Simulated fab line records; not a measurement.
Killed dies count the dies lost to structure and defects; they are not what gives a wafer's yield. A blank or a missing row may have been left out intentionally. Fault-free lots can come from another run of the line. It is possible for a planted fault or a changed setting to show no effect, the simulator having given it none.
Struck lot and sound lot, side by side -- flow sky130 -- 17 out of 708 route steps
Sound: these wafers, L129.3, L129.4, L129.5. Wafers L136.1, L136.4, L136.6 were the ones struck. The cause is named last.
Per side, at each step with rows, come the tool, then ch with its chambers, and then its first start. Under that, the readings that differ: sound wafers -- struck wafers -- difference of the means -- sigmas: that difference in standard deviations of wafers without a fault.
alike: words and numbers the same on both sides, and readings whose means are apart by under 2 such deviations; not compared: readings that were withheld, readings missing a value for some wafer, numbers with overlapping values and no deviation given by the record, and bounds like >300 which may hide the same value.
A row with sigmas, a row that says differs or no value, or rows on one side alone: a step with any of these is where the two part. Numbers that have no deviation but don't overlap get no sigmas and don't part them. Lack of a reading on every wafer of one side parts them only where that side has two or more wafers.

first, 1 step without rows for these wafers: SKY_VT_ADJUST_LVTN_IMPLANT_19.
SKY_VT_ADJUST_LVTN_STRIP_20: strips in O2/N2.
  sound on plasmaAsher-01 ch 0,1, day 8 06:47; struck on plasmaAsher-01 ch 0, day 10 03:58
  alike: drypumpMotorCurrentA, oesProductAu, stripTimeToEndpointS
  not compared: rfHoursCounterH
SKY_VT_ADJUST_LVTN_TW_MEAS_21:
  struck on filmMetro-02, day 10 04:04; sound on filmMetro-03, day 8 06:53
  alike: VT_ADJUST_LVTN_2_TW
then, 7 steps without rows for these wafers: SKY_VT_ADJUST_NCORE_DEHYDRATE_00 (time 60 s); SKY_VT_ADJUST_NCORE_HMDS_01 (prime time 60 s); SKY_VT_ADJUST_NCORE_COAT_02 (resist thk 1140 nm); SKY_VT_ADJUST_NCORE_SOFTBAKE_03 (time 60 s); SKY_VT_ADJUST_NCORE_EXPOSE_04 (exposes mask LVTN COMPLEMENT THIN, target cd 380 nm); SKY_VT_ADJUST_NCORE_PEB_05; SKY_VT_ADJUST_NCORE_DEVELOP_06 (develop time 60 s).
SKY_VT_ADJUST_NCORE_CD_MEAS_07: the cd target is 380 nm.
  struck on cdSem-01, day 11 02:37; sound on cdSem-02, day 9 03:54
reading,sound,struck,difference,sigmas
cdNm (nm),382.5 381.7 381.4,377.9 375.4 376.2,-5.4,-2
SKY_VT_ADJUST_NCORE_OVL_MEAS_08:
  struck on overlay-01, day 11 02:44; sound on overlay-01, day 9 03:59
  alike: VT_ADJUST_NCORE_OVL
SKY_VT_ADJUST_NCORE_IMPLANT_09:
  sound on implanter-03 ch 0, day 9 04:04; struck on implanter-03 ch 0, day 11 03:05
SKY_VT_ADJUST_NCORE_STRIP_10: strips in O2/N2.
  sound on plasmaAsher-01 ch 0,1, day 9 04:12; struck on plasmaAsher-02 ch 0, day 11 03:14
reading,sound,struck,difference,sigmas
drypumpMotorCurrentA (A),6.6 6.5 6.5,5.4 5.3 5.3,-1.2,-3
  alike: oesProductAu, stripTimeToEndpointS
  not compared: rfHoursCounterH
SKY_VT_ADJUST_NCORE_TW_MEAS_11:
  struck on filmMetro-03, day 11 03:34; sound on filmMetro-01, day 9 04:17
reading,sound,struck,difference,sigmas
VT_ADJUST_NCORE_TW,222.9 222.2 222.6,267.6 266.8 268.4,+45.0,+19
then, 1 step without rows for these wafers: SKY_VT_ADJUST_HVTR_DEHYDRATE_00 (time 60 s).
-- record jumps: 37 days separate the struck wafers' starts on either side; left off in module VT_ADJUST_HVTR, taken up again in module PAD_OPEN, whose first shown step is the route's number 708 --
SKY_PAD_OPEN_PROBE_99:
  rows exist in the record for the struck wafers here (prober-01, day 47 22:20), but not for the sound ones

== WHERE THEY PART ==
At SKY_VT_ADJUST_NCORE_CD_MEAS_07 first; at SKY_PAD_OPEN_PROBE_99 last (within this record only).

WHY: the cause the simulator had injected
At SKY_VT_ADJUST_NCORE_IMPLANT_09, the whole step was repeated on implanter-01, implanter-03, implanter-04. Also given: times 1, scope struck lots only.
